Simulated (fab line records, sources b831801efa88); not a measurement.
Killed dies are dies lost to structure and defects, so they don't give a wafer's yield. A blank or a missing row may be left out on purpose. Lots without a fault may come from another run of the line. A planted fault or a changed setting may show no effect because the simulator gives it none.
Problem report in the 8D (eight disciplines) form, filled by code | flow sky130 | the parts of the form that need people (team, actions taken, sign-off) are left out

1. THE PROBLEM
cd_nm at SKY_SONOS_ONO_CD_MEAS_13 reads a mean of 378.1 nm on 6 wafers of 2 lots; wafers without a fault read 409.7 nm with a standard deviation of 2.1. That is -15 standard deviations from the usual mean.
The step: target cd 410 nm.
First seen on wafer L174.1, day 17 03:20, on cd_sem-01. The record holds 36 wafers of 12 lots with a number at this step. Rule for "out", or "out of limits": more than 4 standard deviations from the usual mean. The other wafers with a number count as sound.

2. WHAT IT IS AND WHAT IT IS NOT
question                    | is                     | is not
which readings at this step | cd_nm                  | -
which lots                  | L174, L175             | L161, L162, L163, L165, L167, L176, L180, L181, L182, L183
which wafers of those lots  | all that have a number | -
read on which gauges        | cd_sem-01              | cd_sem-02
when                        | from day 17 03:20      | up to then (15 sound wafers); but 15 sound wafers of L176, L180, L181, L182, L183 came after

3. SUSPECTS, AND WHAT RULES EACH OUT
Counting: a tool at a process step up to the reading stays a suspect if it ran every lot that is out and no sound lot after the first of them.
- the gauge at SKY_SONOS_ONO_CD_MEAS_13: kept. All the wafers that are out were read on cd_sem-01, and no step on other tools shows them out.
- iline_stepper-01 at SKY_SONOS_ONO_EXPOSE_10 (exposes mask ONOM, target cd 410 nm): kept. It ran every lot that is out, first L174 (day 16 14:02), and no sound lot after that; its last sound lot up to then is L167 (day 14 00:07).
Left after counting: iline_stepper-01 at SKY_SONOS_ONO_EXPOSE_10, cd_sem-01 at SKY_SONOS_ONO_CD_MEAS_13.

4. THE CAUSE (what the simulator had put in)
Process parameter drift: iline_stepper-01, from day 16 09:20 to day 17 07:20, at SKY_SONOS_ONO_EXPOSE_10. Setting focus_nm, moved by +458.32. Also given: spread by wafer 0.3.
Counting left 2 suspects, and this tool is among them.

5. THE CHAIN OF EFFECTS, in route order
Each row: a reading whose mean over the struck wafers that have a number lies more than 3 standard deviations from the usual. Only readings for which the record gives a usual standard deviation are gone through. hours: the time from each lot's start at the first step in this table that gives one to its start at this step, as a median over the lots. sigmas: the change in usual standard deviations.
hours | step                     | reading | usual    | on struck wafers | change | sigmas
0     | SKY_SONOS_ONO_CD_MEAS_13 | cd_nm   | 409.7 nm | 378.1            | -31.6  | -15
Later measuring or inspecting steps at which every struck wafer that the step has a row for has a number for every such reading, and none has moved that far: SKY_GATE_OXIDE_OVL_MEAS_10, SKY_RES_PROTECT_TW_MEAS_08.

6. WHAT WOULD HAVE CAUGHT IT SOONER
In this record the first reading out of limits at a measuring or inspecting step was taken at day 17 03:20, 18 hours after the fault began at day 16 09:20.
Of the tool readings at SKY_SONOS_ONO_EXPOSE_10 for which the record gives a usual standard deviation, none was out on any struck wafer, so an alarm limit of 4 standard deviations on them would not have fired.
All the lots that are out (2) had begun SKY_SONOS_ONO_EXPOSE_10 on iline_stepper-01 by day 17 03:20. A hold on the tool at that time would have spared none of them.
